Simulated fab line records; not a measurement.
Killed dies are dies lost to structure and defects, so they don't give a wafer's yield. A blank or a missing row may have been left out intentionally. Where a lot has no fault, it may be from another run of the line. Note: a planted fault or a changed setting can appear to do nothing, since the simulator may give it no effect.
Which tool did it?	flow gf180mcu	Sampling: 7 lots, 21 wafers, 3 of 602 route steps

== WHAT EACH GAUGE READ, for each wafer ==
GF_M4_RS_MEAS_05: uses a four-point probe to measure.
lot	measured	on	M4_ALCU_RS (ohm/sq)
L740	day 23 05:21	film-metro-03	0.0680 0.0684 0.0682
L747	day 26 00:20	film-metro-03	0.0685 0.0682 0.0679
L750	day 26 17:17	film-metro-03	0.0692 0.0690 0.0692
L754	day 27 20:19	film-metro-03	0.0684 0.0680 0.0686
L756	day 28 10:19	film-metro-03	0.0689 0.0685 0.0687
L758	day 29 01:58	film-metro-03	0.0696 0.0693 0.0689
L761	day 30 04:52	film-metro-01	0.0701 0.0701 0.0706

== TOOL THAT RAN EACH LOT (tool first, then ch and the chambers of the sampled wafers, then the start) ==
lot	GF_V3_CVD_23	GF_M4_SPUTTER_01
L740	cvd-w-02 ch 0,1, day 23 04:31	pvd-sputter-02, day 23 05:10
L747	cvd-w-02 ch 0,1, day 25 23:31	pvd-sputter-02, day 26 00:11
L750	cvd-w-02 ch 0,1, day 26 16:29	pvd-sputter-04, day 26 17:10
L754	cvd-w-01 ch 0,1, day 27 19:30	pvd-sputter-02, day 27 20:11
L756	cvd-w-02 ch 0,1, day 28 09:30	pvd-sputter-02, day 28 10:09
L758	cvd-w-02 ch 0,1, day 29 00:37	pvd-sputter-01, day 29 01:51
L761	cvd-w-01 ch 0,1, day 30 04:02	pvd-sputter-01, day 30 04:42
- GF_V3_CVD_23: deposits W, target thk 350 nm, time 104.9 s.
- GF_M4_SPUTTER_01: material TiN, target thk 30 nm, time 25 s.

== THE ANSWER, worked out from the rows above alone ==
Rule: usual is defined by the lots themselves. Put in order of their means at a reading, lots are off if they are a third of the lots or fewer, leave a main group of 4 or more, and stand apart from it by a gap of 3 or more times the standard deviation of the main group's means; of several such gaps the widest counts. A main group whose means are all the same, to the digits that the tables above print for the reading, isn't used. Also off: a lot with no number at a reading for which 4 or more lots have one. All remaining lots with rows at the step are treated as sound.
Across all readings shown, no lot is off: no conclusion can be drawn from this.

== WHAT THE SIMULATOR PUT IN ==
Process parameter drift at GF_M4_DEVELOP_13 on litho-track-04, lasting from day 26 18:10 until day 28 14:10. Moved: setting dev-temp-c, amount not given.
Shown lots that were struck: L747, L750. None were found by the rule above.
